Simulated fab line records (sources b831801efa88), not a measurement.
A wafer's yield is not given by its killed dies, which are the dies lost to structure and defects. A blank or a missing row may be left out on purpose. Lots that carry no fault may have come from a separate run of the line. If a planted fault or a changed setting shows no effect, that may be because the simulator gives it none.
fab line records	flow sky130
record: lots: 6	wafers: 18	lastDay: 50
route steps=708 shown SD_N@344 PAD_OPEN@708
lots that met no fault: from a run of the same line without faults
startH: hours from the record's first day to the start of the lot's first wafer shown	waitH: hours from the lot's prior step to this one	" identical to the entry in the row above	L1.1+2: several wafers, shown together as one row	- value missing, or start not given	* or withheld: withheld	< > ~ a bound
route shown NAME@n: names a module that has steps shown in the file, with the first one's number in the route	usual: mean/standard deviation taken from wafers without a fault	same: alike in all rows	chamber/n: place in a boat	sites: the reading at each site	_std_site: the values' standard deviation	_edge_site: mean of outer sites minus mean of inner sites	radiusMm: how far each site lies from the wafer's centre	mask NAME#n: copy n	behind: tool/chamber where the wafer was last shaped	hold: reason for holding the lot/hours on hold/outcome of the hold	device: the n, p or np transistor that did not switch	end of line: at the end of the route, the tests of the same wafers	a step given without rows: its recipe and nothing more	killed: at the first sort, the dies lost to defects and structure; wafer yield is something else	map: the dies of a wafer, with x for killed, . for not killed, _ for no die there
set.NAME: the setting the step ran with; set.NAME@STEP: the setting that earlier step ran with	model.NAME: the simulator's own value behind a step, which no gauge read
lots at some steps of the route; a table a step, a row a wafer
services: from which hour (startH, from the record's first day; less than 0 if before it) a tool's chamber was out of use, for how many hours, and why
== steps ==
step: SKY_SD_N_COAT_02
recipe: resist: NOVOLAK	spinRpm: 3000	resistThkNm: 1140
step: SKY_SD_N_SOFTBAKE_03
recipe: tempC: 90	timeS: 60	resist: NOVOLAK
step: SKY_SD_N_EXPOSE_04
recipe: maskId: NSDM	na: 0.6	sourceShape: conventional	sigmaOuter: 0.6	polarization: unpolarized	targetCdNm: 380	doseMj: 141
step: SKY_SD_N_PEB_05
recipe: tempC: withheld	timeS: *	resist: NOVOLAK
step: SKY_SD_N_DEVELOP_06
recipe: resist: NOVOLAK	developer: TMAH	developTimeS: 60	devTempC: 23
step: SKY_SD_N_CD_MEAS_07
recipe: targetCdNm: 380
usual: cdNm: 379.8/2.4
lot.wafer	tool	chamber	startH	waitH	cdNm
L284.1	cdSem-01	-	683.65	0.2	377.6
L284.4	"	-	"	"	376.7
L284.6	"	-	"	"	378.3
L286.1	cdSem-01	-	688.22	0.1	378.1
L286.3	"	-	"	"	377.5
L286.4	"	-	"	"	378.8
L290.1	cdSem-02	-	718.48	0.1	378.3
L290.2	"	-	"	"	377.3
L290.3	"	-	"	"	379.8
L299.1	cdSem-02	-	791.03	0.1	383.5
L299.2	"	-	"	"	383.5
L299.3	"	-	"	"	383.4
L301.3	cdSem-01	-	800.06	0.1	375.4
L301.5	"	-	"	"	376.5
L301.6	"	-	"	"	378.8
L302.2	cdSem-02	-	809.82	0.1	381.2
L302.3	"	-	"	"	380.9
L302.4	"	-	"	"	379.7
step: SKY_SD_N_OVL_MEAS_08
usual: SD_N_OVL: -0.3/1.5
lot.wafer	tool	chamber	startH	waitH	SD_N_OVL[nm]
L284.1	overlay-02	-	683.77	0.1	-2.2
L284.4	"	-	"	"	-2.1
L284.6	"	-	"	"	-1.0
L286.1	overlay-01	-	688.34	0.1	-2.1
L286.3	"	-	"	"	-1.4
L286.4	"	-	"	"	0.7
L290.1	overlay-02	-	718.60	0.1	1.9
L290.2	"	-	"	"	0.2
L290.3	"	-	"	"	0.5
L299.1	overlay-01	-	791.15	0.1	0.1
L299.2	"	-	"	"	0.8
L299.3	"	-	"	"	2.2
L301.3	overlay-02	-	800.15	0.1	-0.2
L301.5	"	-	"	"	-2.4
L301.6	"	-	"	"	-1.6
L302.2	overlay-02	-	809.92	0.1	-0.3
L302.3	"	-	"	"	4.1
L302.4	"	-	"	"	0.0
step: SKY_SD_N_IMPLANT_09
recipe: species: As	energyKev: 50	doseCm2: 4e+15	tiltDeg: 0
step: SKY_SD_N_IMPLANT_10
recipe: species: P	energyKev: 20	doseCm2: 1e+14	tiltDeg: 0
step: SKY_SD_N_STRIP_11
recipe: chemistry: O2/N2	powerW: 1400	pressureMtorr: 1500	platenTempC: withheld	o2FlowSccm: 3000	n2FlowSccm: 300	overashFraction: 0.5
usual: drypumpMotorCurrentA: 5.9/0.58	oesProductAu: 0.527/0.0045	stripTimeToEndpointS: 22.57/0.047
lot.wafer	tool	chamber	startH	waitH	drypumpMotorCurrentA	oesProductAu	rfHoursCounterH	stripTimeToEndpointS
L284.1	plasmaAsher-04	0	684.11	0.1	5.1	0.535	26	22.48
L284.4	"	1	"	"	6.7	0.518	-	22.51
L284.6	"	0	"	"	5.1	0.527	-	22.50
L286.1	plasmaAsher-04	0	688.74	0.1	5.2	0.520	27	22.56
L286.3	"	0	"	"	5.2	0.535	-	22.56
L286.4	"	1	"	"	6.7	0.529	-	22.58
L290.1	plasmaAsher-04	0	718.94	0.1	5.1	0.519	29	22.54
L290.2	"	1	"	"	6.7	0.535	29	22.60
L290.3	"	1	"	"	6.7	0.528	-	22.59
L299.1	plasmaAsher-03	0	791.49	0.1	6.2	0.527	65	22.58
L299.2	"	1	"	"	5.3	0.526	65	22.56
L299.3	"	0	"	"	6.2	0.529	-	22.60
L301.3	plasmaAsher-03	1	800.51	0.1	5.3	0.531	-	22.58
L301.5	"	0	"	"	6.2	0.529	-	22.58
L301.6	"	1	"	"	5.2	0.530	-	22.58
L302.2	plasmaAsher-02	0	810.25	0.1	5.8	0.526	97	22.57
L302.3	"	0	"	"	5.8	0.522	-	22.63
L302.4	"	1	"	"	6.5	0.527	-	22.63
step: SKY_SD_N_TW_MEAS_12
usual: SD_N_TW: 3985/34
lot.wafer	tool	chamber	startH	waitH	SD_N_TW
L284.1	filmMetro-03	-	684.21	0.1	3960
L284.4	"	-	"	"	3982
L284.6	"	-	"	"	3970
L286.1	filmMetro-02	-	688.84	0.1	4021
L286.3	"	-	"	"	4021
L286.4	"	-	"	"	4039
L290.1	filmMetro-01	-	719.04	0.1	3970
L290.2	"	-	"	"	3980
L290.3	"	-	"	"	3968
L299.1	filmMetro-02	-	791.59	0.1	4008
L299.2	"	-	"	"	4031
L299.3	"	-	"	"	4014
L301.3	filmMetro-02	-	800.63	0.1	4044
L301.5	"	-	"	"	4026
L301.6	"	-	"	"	4031
L302.2	filmMetro-01	-	810.36	0.1	3976
L302.3	"	-	"	"	3969
L302.4	"	-	"	"	3972
step: SKY_SD_N_CLEAN_13
recipe: chemistry: SC1/SC2	mix: 1:4:20	tempC: 70	timeS: 150	dry: n2Spin
step: SKY_SD_N_RTA_14
recipe: tempC: 1075	timeS: 2	idleTempC: 650	rampUpCPerS: 150	rampDownCPerS: 90	ambient: N2
usual: annealTempCMax: 1078.7/0.76	lampPowerPct: 15.73/0.051	rampDownCPerS: 89.998/0.018	rampUpCPerS: 150.00/0.029	wafer_temp_C_max: 1078.0/1.3
lot.wafer	tool	chamber	startH	waitH	annealTempCMax	lampPowerPct	rampDownCPerS	rampUpCPerS	wafer_temp_C_max
L284.1	rtpAnneal-02	0	684.37	0.0	1079.0	15.65	89.998	150.02	1076.9
L284.4	"	0	"	"	1079.1	15.68	89.984	150.04	1081.8
L284.6	"	0	"	"	1077.8	15.70	89.977	149.99	1077.9
L286.1	rtpAnneal-01	0	689.00	0.0	1079.2	15.83	89.953	150.01	1078.0
L286.3	"	0	"	"	1078.0	15.75	90.010	150.01	1076.9
L286.4	"	0	"	"	1078.8	15.71	90.030	149.99	1079.3
L290.1	rtpAnneal-01	0	719.15	0.0	1080.0	15.73	90.037	150.01	1077.4
L290.2	"	0	"	"	1079.5	15.68	89.995	149.94	1079.1
L290.3	"	0	"	"	1079.0	15.77	90.012	149.99	1078.1
L299.1	rtpAnneal-02	0	791.70	0.0	1079.3	15.73	89.973	45.046	1076.7
L299.2	"	0	"	"	1078.4	15.75	89.997	45.011	1079.5
L299.3	"	0	"	"	1078.8	15.82	89.997	44.982	1079.6
L301.3	rtpAnneal-02	0	800.74	0.0	1078.4	15.67	90.020	44.999	1077.0
L301.5	"	0	"	"	1078.8	15.70	89.978	45.036	1075.9
L301.6	"	0	"	"	1079.7	15.75	90.003	44.980	1079.4
L302.2	rtpAnneal-01	0	810.47	0.0	1078.1	15.75	89.994	150.01	1078.7
L302.3	"	0	"	"	1077.9	15.79	89.990	150.00	1079.9
L302.4	"	0	"	"	1078.4	15.75	89.991	150.03	1079.6
step: SKY_PAD_OPEN_PROBE_99
usual: killed_at_M0_to_M3: 44/7.4	killed_at_M4_up: 3.1/1.8	killedAtContacts: 24/5.6	killedAtFrontEnd: 15/4.9	killedAtOther: 0.4/0.59	killedDies: 87/9.8	killedOpen: 47/7.2	killedShort: 39/6.8
same: grossDies: 492	killedAtBackSide: 0
lot.wafer	tool	chamber	startH	waitH	killed_at_M0_to_M3	killed_at_M4_up	killedAtContacts	killedAtFrontEnd	killedAtOther	killedDies	killedOpen	killedShort	model.etest.resXhighPo.lineOhmUm	model.etest.resXhighPo.rsOhmSq	model.etest.pfet_01v8.rOnOhmUm	model.etest.resPdiff.lineOhmUm	model.etest.resHighPo.lineOhmUm	model.etest.liconHighPo.rcOhm	model.etest.resHighPo.rsOhmSq	model.etest.resPdiffHv.rsOhmSq
L284.1	prober-01	-	1107.59	0.1	42	3	21	10	0	76	37	39	5672	1979	2906	1355	770.3	343.1	260.8	192.7
L284.4	prober-01	-	1107.74	0.2	47	0	22	15	0	84	44	40	5808	2025	2912	1377	766.4	352.3	265.3	192.8
L284.6	prober-01	-	1107.84	0.2	41	4	16	18	1	80	43	36	5828	2027	2945	1366	762.8	342.1	266.1	192.6
L286.1	prober-02	-	1109.09	0.1	37	8	22	28	0	95	49	45	5448	1888	2791	1362	724.5	340.2	254.2	186.4
L286.3	prober-02	-	1109.19	0.2	55	2	22	22	1	102	45	55	5579	1964	2836	1344	737.4	354.1	261.9	186.8
L286.4	prober-02	-	1109.24	0.2	46	2	24	16	2	90	52	36	5463	1941	2885	1362	732.8	352.9	259.8	186.4
L290.1	prober-02	-	1129.74	0.1	45	5	20	17	0	87	41	46	6116	2150	2866	1371	779.7	363.2	268.8	194.8
L290.2	prober-02	-	1129.79	0.1	48	5	20	17	1	91	47	44	5883	2045	2884	1377	740	355	259.3	195.5
L290.3	prober-02	-	1129.84	0.2	62	3	15	20	0	100	56	44	5724	1960	2877	1387	724.1	343.4	252.6	193.6
L299.1	prober-01	-	1177.98	0.1	34	3	35	10	1	83	51	31	4837	1689	2778	1297	671.8	297.4	235.5	180.1
L299.2	prober-01	-	1178.03	0.1	49	3	22	15	0	89	47	42	4821	1682	2746	1278	673.8	288.8	236.2	178.2
L299.3	prober-01	-	1178.08	0.2	34	3	28	18	1	84	55	29	4860	1726	2774	1308	665.5	303.9	236.7	178.2
L301.3	prober-01	-	1184.79	0.2	32	3	34	9	1	79	45	34	5021	1769	2694	1324	698.9	303.6	240.5	183
L301.5	prober-01	-	1184.89	0.2	43	5	21	7	0	76	45	31	5103	1761	2724	1303	691.9	298.8	239.7	183.2
L301.6	prober-01	-	1184.94	0.2	57	1	36	9	0	103	52	51	5229	1785	2695	1338	698	298.7	244.6	181.5
L302.2	prober-02	-	1189.84	0.1	41	2	21	16	0	80	47	33	5686	1978	2894	1386	732.1	343.6	257.7	190.1
L302.3	prober-02	-	1189.89	0.2	38	1	26	13	1	79	46	33	5459	1919	2905	1396	734.4	337.1	255.4	190.4
L302.4	prober-02	-	1189.94	0.2	43	3	21	20	2	89	38	50	5742	2033	2897	1397	756.2	360.5	263.8	191.8
killed by level:class
L284.1 LI_CONTACT:geometricParticle:open=7 CONTACT:geometricParticle:open=7 METAL1:geometricParticle:short=6 METAL2:geometricParticle:short=6 VIA2:geometricParticle:open=5 VIA2:geometricParticle:short=5 SPACER:geometricParticle:short=4 VIA1:geometricParticle:open=4
L284.4 VIA1:geometricParticle:open=11 CONTACT:geometricParticle:open=9 LI_CONTACT:geometricParticle:open=6 VIA1:geometricParticle:short=6 VIA2:geometricParticle:open=6 VIA3:geometricParticle:open=5 METAL3:geometricParticle:short=5 FIELD_ISO:geometricParticle:short=4
L284.6 VIA3:geometricParticle:open=9 VIA2:geometricParticle:open=8 VIA1:geometricParticle:open=8 CONTACT:geometricParticle:open=6 SPACER:geometricParticle:short=5 LI_CONTACT:geometricParticle:short=4 METAL3:geometricParticle:short=4 METAL4:geometricParticle:short=4
L286.1 VIA1:geometricParticle:open=16 POLY_GATE:geometricParticle:short=9 CONTACT:geometricParticle:open=6 LI_CONTACT:geometricParticle:short=6 LI_CONTACT:geometricParticle:open=6 METAL4:geometricParticle:short=6 FIELD_ISO:geometricParticle:open=5 VIA2:geometricParticle:open=5
L286.3 METAL2:geometricParticle:short=10 VIA2:geometricParticle:open=10 VIA1:geometricParticle:short=9 CONTACT:geometricParticle:open=8 CONTACT:geometricParticle:short=6 VIA2:geometricParticle:short=5 FIELD_ISO:geometricParticle:short=5 METAL1:geometricParticle:short=5
L286.4 CONTACT:geometricParticle:open=12 VIA1:geometricParticle:open=10 VIA2:geometricParticle:open=9 VIA3:geometricParticle:open=8 METAL1:geometricParticle:short=7 FIELD_ISO:geometricParticle:short=4 LI_CONTACT:geometricParticle:short=4 LI_CONTACT:geometricParticle:open=4
L290.1 METAL2:geometricParticle:short=10 VIA1:geometricParticle:open=9 FIELD_ISO:geometricParticle:open=6 VIA3:geometricParticle:open=6 CONTACT:geometricParticle:open=5 LI_CONTACT:geometricParticle:open=5 LOCAL_INTERCONNECT:geometricParticle:short=5 METAL1:geometricParticle:short=5
L290.2 VIA1:geometricParticle:open=11 FIELD_ISO:geometricParticle:short=7 CONTACT:geometricParticle:open=7 VIA3:geometricParticle:open=7 CONTACT:geometricParticle:short=6 METAL2:geometricParticle:short=6 METAL1:geometricParticle:short=5 VIA2:geometricParticle:open=5
L290.3 VIA1:geometricParticle:open=16 METAL2:geometricParticle:short=11 FIELD_ISO:geometricParticle:open=10 VIA2:geometricParticle:open=8 FIELD_ISO:geometricParticle:short=7 METAL1:geometricParticle:short=6 VIA1:geometricParticle:short=6 LI_CONTACT:geometricParticle:open=5
L299.1 LI_CONTACT:geometricParticle:open=12 CONTACT:geometricParticle:open=12 VIA1:geometricParticle:open=8 VIA3:geometricParticle:open=6 VIA1:geometricParticle:short=5 VIA3:geometricParticle:short=4 CONTACT:geometricParticle:short=4 VIA2:geometricParticle:open=4
L299.2 VIA1:geometricParticle:open=9 VIA3:geometricParticle:open=9 VIA2:geometricParticle:open=8 VIA2:geometricParticle:short=8 METAL1:geometricParticle:short=7 LI_CONTACT:geometricParticle:open=6 LI_CONTACT:geometricParticle:short=4 LOCAL_INTERCONNECT:geometricParticle:short=4
L299.3 CONTACT:geometricParticle:open=11 FIELD_ISO:geometricParticle:open=8 LI_CONTACT:geometricParticle:open=8 VIA3:geometricParticle:open=8 VIA1:geometricParticle:open=7 CONTACT:geometricParticle:short=5 VIA2:geometricParticle:open=4 METAL1:geometricParticle:short=4
L301.3 CONTACT:geometricParticle:open=15 VIA1:geometricParticle:open=10 CONTACT:geometricParticle:short=8 LI_CONTACT:geometricParticle:open=5 METAL1:geometricParticle:short=5 LOCAL_INTERCONNECT:geometricParticle:short=4 METAL2:geometricParticle:short=4 VIA2:geometricParticle:open=4
L301.5 VIA1:geometricParticle:open=12 CONTACT:geometricParticle:open=8 METAL3:geometricParticle:short=5 LI_CONTACT:geometricParticle:open=4 LOCAL_INTERCONNECT:geometricParticle:short=4 METAL1:geometricParticle:short=4 METAL2:geometricParticle:short=4 VIA2:geometricParticle:open=4
L301.6 METAL1:geometricParticle:short=13 CONTACT:geometricParticle:open=9 CONTACT:geometricParticle:short=9 LOCAL_INTERCONNECT:geometricParticle:short=8 VIA1:geometricParticle:open=8 VIA1:geometricParticle:short=8 VIA3:geometricParticle:open=8 LI_CONTACT:geometricParticle:open=6
L302.2 VIA1:geometricParticle:open=13 LI_CONTACT:geometricParticle:open=8 METAL2:geometricParticle:short=7 POLY_GATE:geometricParticle:short=6 VIA2:geometricParticle:open=6 FIELD_ISO:geometricParticle:open=4 CONTACT:geometricParticle:open=4 VIA3:geometricParticle:open=4
L302.3 LI_CONTACT:geometricParticle:open=11 VIA3:geometricParticle:open=8 CONTACT:geometricParticle:short=7 CONTACT:geometricParticle:open=7 METAL1:geometricParticle:short=5 METAL2:geometricParticle:short=5 VIA2:geometricParticle:open=5 VIA1:geometricParticle:open=4
L302.4 VIA1:geometricParticle:open=11 FIELD_ISO:geometricParticle:short=7 VIA3:geometricParticle:short=7 METAL2:geometricParticle:short=6 POLY_GATE:geometricParticle:short=5 LOCAL_INTERCONNECT:geometricParticle:short=5 CONTACT:geometricParticle:open=5 VIA3:geometricParticle:open=5
== services ==
tool	chamber	startH	hours	kind
plasmaAsher-04	-	692.04	1.3	repair
rtpAnneal-02	-	748.44	4.0	pm
plasmaAsher-03	-	800.64	3.2	repair
== key ==
firstSign: step: SKY_SD_N_RTA_14	reading: rampUpCPerS	direction: down	sigmas: 99+	usual: 150.00	struck: 45.009
effect none on later readings
modelEffect: step: SKY_PAD_OPEN_PROBE_99	value: etest.resXhighPo.lineOhmUm	without: 5577	struck: 4978
metAt SKY_SD_N_RTA_14
struckWafers L299.1,L299.2,L299.3,L301.3,L301.5,L301.6
testerLeftOut L299,L301
onsetBetween 684.37 791.70
fault: kind: processParameterDrift	tool: rtpAnneal-02	chamber: -	onsetH: 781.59	steps: SKY_SD_N_RTA_14	channel: rampUpCPerS	offset: -105	shape: step	endH: 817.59	actsIn: theseRecipesOnly	stated: 150
testerLeftOut: of these lots the tester's yield and bins aren't shown, on N5 and GAA mostly nor the transistor test; their killed dies are dies lost to structure and defects alone, not to doping, threshold or leakage, so they don't give the yield
